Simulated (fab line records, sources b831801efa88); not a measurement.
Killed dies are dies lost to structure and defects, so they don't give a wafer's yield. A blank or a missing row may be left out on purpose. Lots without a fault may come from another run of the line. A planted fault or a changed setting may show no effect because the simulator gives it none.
Chamber matching | flow sky130 | SKY_CONTACT_CMP_04 on cmp-02: 4 sister chambers
The step polishes SiO2. 20 wafers are shown with their chamber, then 10 later ones without.

WAFERS WITH THEIR CHAMBER
wafer  | chamber | motor_current_A (A) | time_to_endpoint_s (s) | edge_zone_pressure_frac
L074.3 | 3       | 12.8                | 82                     | 0.991
L074.5 | 1       | 13.7                | 88                     | 0.988
L074.6 | 2       | 13.2                | 87                     | 0.996
L075.1 | 2       | 13.2                | 80                     | 1.005
L075.3 | 3       | 13.7                | 77                     | 1.004
L075.6 | 1       | 13.9                | 83                     | 0.997
L076.2 | 2       | 12.9                | 81                     | 0.997
L076.4 | 0       | 12.0                | 80                     | 0.996
L076.5 | 1       | 13.8                | 86                     | 1.002
L080.1 | 0       | 12.2                | 77                     | 0.992
L080.2 | 3       | 12.9                | 78                     | 1.004
L080.3 | 2       | 13.7                | 83                     | 1.005
L081.3 | 1       | 13.5                | 83                     | 1.008
L081.5 | 3       | 12.4                | 81                     | 1.005
L081.6 | 2       | 13.2                | 81                     | 1.005
L084.2 | 1       | 14.1                | 84                     | 0.999
L084.3 | 0       | 12.3                | 80                     | 1.003
L084.6 | 1       | 13.6                | 87                     | 1.001
L088.3 | 3       | 13.1                | 82                     | 1.002
L088.5 | 0       | 12.2                | 80                     | 1.000

SIGNATURES (means of the wafers above)
reading                 | chamber 0 | chamber 1 | chamber 2 | chamber 3 | scatter within a chamber
motor_current_A         | 12.175    | 13.767    | 13.240    | 12.980    | 0.308
time_to_endpoint_s      | 79.25     | 85.17     | 82.40     | 80.00     | 2.27
edge_zone_pressure_frac | 0.99775   | 0.99917   | 1.00160   | 1.00120   | 0.00564
Rule: a wafer's distance from a chamber is the root of the sum, over the readings, of the square of ((its reading less the chamber's mean) divided by the reading's scatter). The wafer belongs to the nearest chamber; if the next one is less than 2 further off, it can't be placed. The scatter: the root of (the sum of the squares of (reading less its chamber's mean) over the shown wafers, divided by (wafers less chambers)).

WAFERS WITHOUT THEIR CHAMBER
wafer  | motor_current_A (A) | time_to_endpoint_s (s) | edge_zone_pressure_frac
L088.6 | 13.6                | 82                     | 1.010
L090.1 | 12.3                | 77                     | 0.998
L090.2 | 14.3                | 88                     | 0.999
L090.5 | 13.4                | 85                     | 1.005
L091.1 | 14.0                | 76                     | 0.996
L091.5 | 12.8                | 82                     | 1.005
L091.6 | 14.4                | 84                     | 1.005
L096.1 | 12.8                | 79                     | 0.993
L096.2 | 13.3                | 78                     | 0.998
L096.4 | 13.6                | 84                     | 0.995

WHICH CHAMBER EACH WENT THROUGH
wafer  | from the rows above          | in truth
L088.6 | can't be placed: 2 or 1 or 3 | 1
L090.1 | can't be placed: 0 or 3      | 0
L090.2 | 1                            | 1
L090.5 | can't be placed: 2 or 1 or 3 | 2
L091.1 | can't be placed: 3 or 2 or 1 | 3
L091.5 | can't be placed: 3 or 2 or 0 | 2
L091.6 | can't be placed: 1 or 2      | 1
L096.1 | can't be placed: 3 or 0 or 2 | 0
L096.2 | can't be placed: 3 or 2      | 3
L096.4 | can't be placed: 1 or 2 or 3 | 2
Placed correctly: 1 of 10. Can't be placed from these rows: 9 (the true chamber is among the candidates in 9). Placed wrongly: 0.
